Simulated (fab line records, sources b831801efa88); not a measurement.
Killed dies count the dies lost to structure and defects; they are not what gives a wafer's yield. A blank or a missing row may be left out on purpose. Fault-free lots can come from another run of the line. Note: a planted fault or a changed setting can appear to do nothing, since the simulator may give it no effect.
Struck lot and sound lot, side by side + flow sky130 + 17 steps out of a route of 708
Sound: these wafers, L903.1, L903.2, L903.4. Struck: wafers L914.1, L914.2, L914.3. The cause is given at the end.
Each step with rows lists, per side, the tool, then ch with its chambers, then its first start. Under that, the readings that differ: sound wafers + struck wafers + difference of the means + sigmas: that difference in standard deviations of wafers without a fault.
alike: readings whose means differ by less than 2 such deviations, and words and numbers that are the same on both sides. not compared: withheld readings, readings that some wafer has no value for, bounds like >300 that may hide the same value, and numbers for which the record gives no deviation and whose values overlap.
A row with sigmas, a row that says differs or no value, or rows on one side alone: a step with any of these is where the two part. When numbers do not overlap yet have no deviation, they are printed without sigmas and do not part them. A reading missing from all wafers of one side parts the sides only when that side holds two or more wafers.

first, 2 steps without rows for these wafers: SKY_NWELL_IMPLANT_12; SKY_NWELL_IMPLANT_13.
SKY_NWELL_STRIP_14: strips in O2/N2.
  sound on plasma_asher-01 ch 0,1, day 6 19:37; struck on plasma_asher-03 ch 0,1, day 9 10:50
| reading                     | sound       | struck      | difference | sigmas |
|-----------------------------|-------------|-------------|------------|--------|
| drypump_motor_current_A (A) | 5.1 6.0 5.1 | 6.5 6.1 6.5 | +1.0       | +2     |
  alike: oes_product_au, strip_time_to_endpoint_s
  not compared: rf_hours_counter_h
SKY_NWELL_TW_MEAS_15:
  sound on film_metro-01 at day 6 19:43; struck on film_metro-02 at day 9 10:56
  alike: NWELL_TW
then, 7 steps without rows for these wafers: SKY_NWELL_DEHYDRATE_16 (time 60 s); SKY_NWELL_HMDS_17 (prime time 60 s); SKY_NWELL_COAT_18 (resist thk 3000 nm); SKY_NWELL_SOFTBAKE_19; SKY_NWELL_EXPOSE_20 (exposes mask NWM COMPLEMENT, target cd 840 nm); SKY_NWELL_PEB_21; SKY_NWELL_DEVELOP_22 (develop time 60 s).
SKY_NWELL_OVL_MEAS_23:
  sound on overlay-01 at day 7 15:37; struck on overlay-01 at day 10 08:45
  alike: NWELL_01_OVL
SKY_NWELL_IMPLANT_24:
  sound on implanter-04 ch 0, day 7 15:40; struck on implanter-02 ch 0, day 10 08:47
| reading            | sound                      | struck                        | difference | sigmas      |
|--------------------|----------------------------|-------------------------------|------------|-------------|
| dose_ions_cm2      | 9.19e+12 9.186e+12 9.2e+12 | 4.467e+12 4.467e+12 4.454e+12 | -4.729e+12 | -99 or more |
| faraday_current_uA | 51.4 51.4 51.5             | 25.5 25.2 24.7                | -26.3      | -26         |
SKY_NWELL_STRIP_25: strips in O2/N2.
  sound on plasma_asher-02 ch 0,1, day 7 15:49; struck on plasma_asher-03 ch 0,1, day 10 08:56
| reading                      | sound             | struck            | difference | sigmas |
|------------------------------|-------------------|-------------------|------------|--------|
| strip_time_to_endpoint_s (s) | 37.02 37.02 36.90 | 36.69 36.61 36.70 | -0.31      | -3     |
  alike: drypump_motor_current_A, oes_product_au
  not compared: rf_hours_counter_h
SKY_NWELL_TW_MEAS_26:
  sound on film_metro-02 at day 7 15:55; struck on film_metro-04 at day 10 09:02
| reading    | sound       | struck      | difference | sigmas |
|------------|-------------|-------------|------------|--------|
| NWELL_2_TW | 492 497 497 | 401 400 400 | -95        | -22    |
then, 1 step without rows for these wafers: SKY_NWELL_CLEAN_27 (cleans in SC1/SC2, time 150 s).
-- the record jumps here: 40 days lie between the struck wafers' starts before and after (it left off in module NWELL and takes up again in module PAD_OPEN, whose first step shown is number 708 of the route) --
SKY_PAD_OPEN_PROBE_99:
  sound on prober-01 at day 48 01:22; struck on prober-02 at day 50 04:44
| reading                                          | sound                         | struck                        | difference | sigmas |
|--------------------------------------------------|-------------------------------|-------------------------------|------------|--------|
| model.etest.pfet_16v.r_on_ohm_um                 | 1.475e+04 1.488e+04 1.474e+04 | 2.29e+04 2.326e+04 2.321e+04  | +8.33e+03  |        |
| model.etest.res_iso_pwell.rs_ohm_sq              | 2853 2900 2889                | 5796 5886 5884                | +2975      |        |
| model.etest.res_pwell_under_gate.rs_ohm_sq       | 2273 2262 2273                | 3663 3683 3707                | +1415      |        |
| model.etest.res_iso_pwell.line_ohm_um            | 1081 1097 1096                | 2242 2288 2268                | +1175      |        |
| model.etest.nfet_16v.r_on_ohm_um                 | 1.416e+04 1.419e+04 1.423e+04 | 1.362e+04 1.366e+04 1.369e+04 | -5.367e+02 |        |
| model.etest.pfet_16v.drive_ua_um                 | 250.6 248 250                 | 139.6 138.1 138.6             | -110.8     |        |
| model.etest.tip_n_5v.rs_ohm_sq                   | 1381 1387 1380                | 1323 1326 1308                | -64        |        |
| model.etest.res_pwell_under_gate.rs_ohm_sq_range | 49.03 49.22 67.4              | 123 139.3 132.2               | +76        |        |
  alike: killed_at_M0_to_M3, killed_at_M4_up, killed_at_contacts, killed_at_front_end, killed_at_other, killed_dies, killed_open, killed_short

WHERE THEY PART
First at SKY_NWELL_STRIP_14; last, within this record, at SKY_NWELL_TW_MEAS_26. Later steps at which nothing parts them and some readings are alike: SKY_PAD_OPEN_PROBE_99.

WHY: what had been put in by the simulator
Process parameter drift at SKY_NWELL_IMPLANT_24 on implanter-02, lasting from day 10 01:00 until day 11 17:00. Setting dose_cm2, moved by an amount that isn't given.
